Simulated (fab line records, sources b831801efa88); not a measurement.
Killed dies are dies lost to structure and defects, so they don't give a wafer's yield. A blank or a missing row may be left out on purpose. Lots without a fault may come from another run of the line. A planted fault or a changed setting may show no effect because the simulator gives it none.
Which tool did it? | flow sky130 | 11 lots, 33 wafers sampled, at 2 steps of a route of 708

WHAT THE GAUGES READ, wafer by wafer
SKY_CONTACT_BOW_MEAS_05. Usual: CONTACT_BOW 82 um, standard deviation 6.9.
lot  | measured     | on            | CONTACT_BOW (um) | flag
L704 | day 30 11:55 | film_metro-01 | 81 87 85         |
L706 | day 31 12:33 | film_metro-01 | 92 82 84         |
L708 | day 32 04:36 | film_metro-04 | 83 79 81         |
L709 | day 32 15:57 | film_metro-04 | 77 74 81         |
L710 | day 32 20:15 | film_metro-03 | 81 82 76         |
L714 | day 33 23:56 | film_metro-03 | 78 77 71         |
L717 | day 35 06:28 | film_metro-04 | 84 91 82 - - -   |
L719 | day 36 02:13 | film_metro-04 | 92 82 83 - - -   |
L720 | day 36 14:53 | film_metro-04 | 87 94 80         |
L721 | day 36 16:41 | film_metro-04 | 81 80 92         |
L725 | day 37 18:41 | film_metro-01 | 85 80 76         |

WHICH TOOL RAN EACH LOT (tool, then ch and the chambers of the sampled wafers, then the start)
lot  | SKY_CONTACT_CMP_04
L704 | cmp-02 ch 1,3, day 30 11:34
L706 | cmp-02 ch 0,2, day 31 12:17
L708 | cmp-02 ch 1,2,3, day 32 04:23
L709 | cmp-01 ch 0,1,3, day 32 15:44
L710 | cmp-01 ch 0,1,2, day 32 19:59
L714 | cmp-02 ch 0,1,3, day 33 23:43
L717 | cmp-01 ch 0,1,2, day 35 06:16
L719 | cmp-01 ch 1,2,3, day 36 01:59
L720 | cmp-02 ch 0,1,2, day 36 14:34
L721 | cmp-02 ch 2,3, day 36 16:25
L725 | cmp-02 ch 0,1,2, day 37 18:32
- SKY_CONTACT_CMP_04: polishes SiO2.

WHAT THE TOOLS THEMSELVES READ (means of the sampled wafers that have a number; where no wafer has one, the mark that the record gives instead)
SKY_CONTACT_CMP_04. Usual: head_pressure_psi 3.999 psi, standard deviation 0.0081; motor_current_A 11.9 A, standard deviation 1; slurry_filter_dp_kPa 13.49 kPa, standard deviation 0.13; time_to_endpoint_s 84 s, standard deviation 4.7.
lot  | tool   | head_pressure_psi (psi) | motor_current_A (A) | slurry_filter_dp_kPa (kPa) | time_to_endpoint_s (s) | flag
L704 | cmp-02 | 3.995                   | 12.0                | 13.53                      | 79                     |
L706 | cmp-02 | 4.003                   | 12.1                | 13.27                      | 81                     |
L708 | cmp-02 | 3.997                   | 11.6                | 13.44                      | 83                     |
L709 | cmp-01 | 4.000                   | 12.0                | 13.65                      | 86                     |
L710 | cmp-01 | 3.998                   | 11.2                | 13.55                      | 83                     |
L714 | cmp-02 | 4.004                   | 11.9                | 13.40                      | 83                     |
L717 | cmp-01 | 2.608                   | 8.7                 | 13.50                      | 110                    | OFF
L719 | cmp-01 | 2.594                   | 9.5                 | 13.56                      | 111                    | OFF
L720 | cmp-02 | 4.000                   | 12.1                | 13.49                      | 90                     |
L721 | cmp-02 | 3.991                   | 11.2                | 13.40                      | 91                     |
L725 | cmp-02 | 4.006                   | 11.6                | 13.42                      | 88                     |

THE ANSWER, worked out from the rows above alone
Rule: a lot is off if the mean of its wafers that have a number lies more than 3 standard deviations from the usual mean. A lot without any number at a reading at which 4 lots or more have one is off too. The other lots that the step has rows for count as sound. The gauges are gone through in route order, then the tools' own readings, and for those a lot's mean is taken as printed above. The first step at which some lot is off is used, and at that step the reading that is off furthest; a lot without a number counts as furthest.
Off: L717, L719, at SKY_CONTACT_CMP_04 (head_pressure_psi).
A tool fits if, at that step or a process step before it, it ran every lot that is off, and no sound lot after the first of them. One fits: cmp-01 at SKY_CONTACT_CMP_04. Its last sound lot is L710 (day 32 19:59), its first lot that is off L717 (day 35 06:16): a fault that began between those two fits.
The tool's own readings at SKY_CONTACT_CMP_04 bear it out: on the lots that are off they differ by more than 5 times the standard deviation of the sound lots' means. head_pressure_psi reads 2.601 psi there against 3.999 psi on the sound lots; motor_current_A reads 9.1 A there against 11.7 A on the sound lots; time_to_endpoint_s reads 110 s there against 85 s on the sound lots.

WHAT THE SIMULATOR HAD PUT IN
Process parameter drift: cmp-01, from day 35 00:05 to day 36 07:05, at SKY_CONTACT_CMP_04. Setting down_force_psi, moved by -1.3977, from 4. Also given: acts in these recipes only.
Lots struck among those shown: L717, L719. The rule above found the same.
